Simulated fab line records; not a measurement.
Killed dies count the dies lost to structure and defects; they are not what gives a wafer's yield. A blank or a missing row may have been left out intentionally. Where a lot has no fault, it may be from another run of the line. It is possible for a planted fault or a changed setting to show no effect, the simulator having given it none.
Struck lot and sound lot, side by side ; flow gf180mcu ; 23 steps out of a route of 602
Sound: the wafers L387.2, L387.4, L387.5. Wafers struck: L379.1, L379.3, L379.4. The cause is named last.
Order at every step that has rows: each side's tool, ch and its chambers, its first start. Under that, the readings that differ: sound wafers ; struck wafers ; difference of the means ; sigmas: that difference in standard deviations of wafers without a fault.
alike: words and numbers the same on both sides, and readings whose means are apart by under 2 such deviations; not compared: readings that were withheld, readings missing a value for some wafer, numbers with overlapping values and no deviation given by the record, and bounds like >300 which may hide the same value.
The two part at a step that has a row with sigmas, a row that says differs or no value, or rows on one side only. Non-overlapping numbers with no deviation appear without sigmas and do not part them. A reading that every wafer of one side lacks parts them only if that side has two wafers or more.

first, 9 steps without rows for these wafers: GF_M4_SOFTBAKE_10 (time 60 s); GF_M4_EXPOSE_11 (exposes mask Metal4, target cd 280 nm); GF_M4_PEB_12 (peb time 90 s); GF_M4_DEVELOP_13 (develop time 60 s); GF_M4_METAL_ETCH_16 (etches the open film in Cl2/BCl3, stops on SiO2, target depth 750.8 nm, time 125.1 s); GF_M4_STRIP_17 (strips in O2/N2); GF_M4_STRIP_18 (strips in post etch residue remover, time 1200 s); GF_M4_CLEAN_19 (cleans in DIW); GF_V4_CVD_00 (deposits SiO2, target thk 600 nm, time 100 s).
GF_V4_CVD_02: deposits SiO2 from TEOS, target thk 850 nm, time 94.851 s.
  sound on pecvd-01 ch 0,1, day 30 01:58; struck on pecvd-04 ch 0,1,2, day 27 22:29
  no value came back on the struck wafers for heater_power_outer_w (W), heater_power_w (W), time_s (s); on the sound wafers heater_power_outer_w (W) reads 518 542 392
then, 10 steps without rows for these wafers: GF_V4_CMP_04 (polishes SiO2); GF_V4_DEHYDRATE_06 (time 60 s); GF_V4_HMDS_07 (prime time 60 s); GF_V4_COAT_08; GF_V4_COAT_09 (resist thk 1000 nm); GF_V4_SOFTBAKE_10 (time 60 s); GF_V4_EXPOSE_11 (exposes mask Via4, target cd 260 nm); GF_V4_PEB_12 (peb time 90 s); GF_V4_DEVELOP_13 (develop time 60 s); GF_V4_ETCH_16 (etches BARC in N2/H2).
GF_V4_ETCH_17: etches SiO2 in C4F8/O2/Ar, stops on TiN, target depth 630 nm.
  sound: rie_diel-03 ch 1,3; struck: rie_diel-02 ch 0,3
reading;sound;struck;difference;sigmas
oes_product_au (a.u.);0.860 0.856 0.855;0.833 0.829 0.830;-0.026;-6
model.V4.feature_depth_nm (nm);630.6 630.6 632.3;600.6 601.3 601.5;-30.0;
model.etch.depth_nm (nm);630.6 630.6 632.3;600.6 601.3 601.5;-30.0;
then, 1 step without rows for these wafers: GF_V4_STRIP_18 (strips in O2/N2).
-- the record jumps here: 5 days lie between the struck wafers' starts before and after (it left off in module V4 and takes up again in module PASSIVATION, whose first step shown is number 602 of the route) --
GF_PASSIVATION_PROBE_99:
  rows exist in the record for the struck wafers here (prober-01, day 32 18:53), but not for the sound ones

== WHERE THEY PART ==
Last at GF_PASSIVATION_PROBE_99 as far as this record goes, first at GF_V4_CVD_02.

WHY: what had been put in by the simulator
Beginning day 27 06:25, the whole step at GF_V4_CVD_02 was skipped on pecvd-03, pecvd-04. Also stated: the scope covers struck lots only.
